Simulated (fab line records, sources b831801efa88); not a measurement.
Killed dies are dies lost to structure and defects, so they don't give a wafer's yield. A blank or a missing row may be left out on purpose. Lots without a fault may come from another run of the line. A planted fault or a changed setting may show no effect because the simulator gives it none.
Chamber matching | flow gf180mcu | GF_V2_CMP_26 on cmp-01: 4 sister chambers
The step polishes, stops on SiO2, t overpolish 15 s, target thk 0 nm. 4 wafers are shown with their chamber, then 10 later ones without.

WAFERS WITH THEIR CHAMBER
wafer  | chamber | motor_current_A (A)
L091.3 | 3       | 13.4
L091.5 | 1       | 10.5
L092.2 | 2       | 9.0
L092.3 | 0       | 10.2

WAFERS WITHOUT THEIR CHAMBER
wafer  | motor_current_A (A)
L092.6 | 12.9
L094.3 | 10.1
L094.4 | 10.4
L094.6 | 10.0
L096.1 | 10.4
L096.2 | 9.2
L096.3 | 10.5
L097.2 | 9.7
L097.4 | 12.8
L097.5 | 10.0

WHICH CHAMBER EACH WENT THROUGH
wafer  | from the rows above          | in truth
L092.6 | 3                            | 3
L094.3 | can't be placed: 0 or 1      | 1
L094.4 | can't be placed: 1 or 0      | 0
L094.6 | can't be placed: 0 or 1      | 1
L096.1 | can't be placed: 1 or 0      | 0
L096.2 | 2                            | 2
L096.3 | can't be placed: 1 or 0      | 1
L097.2 | can't be placed: 0 or 2 or 1 | 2
L097.4 | 3                            | 3
L097.5 | can't be placed: 0 or 1      | 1
Placed correctly: 3 of 10. Can't be placed from these rows: 7 (the true chamber is among the candidates in 7). Placed wrongly: 0.
How it was worked out, from the rows above alone: a wafer's distance from a chamber is the root of the sum, over the readings, of the square of ((its reading less the chamber's mean) divided by the reading's scatter). The wafer belongs to the nearest chamber; if the next one is less than 2 further off, it can't be placed. A chamber's mean is the mean of its shown wafers. The scatter: with one shown wafer a chamber, the root of the mean of the squares of how far each hidden wafer lies from its nearest shown one.
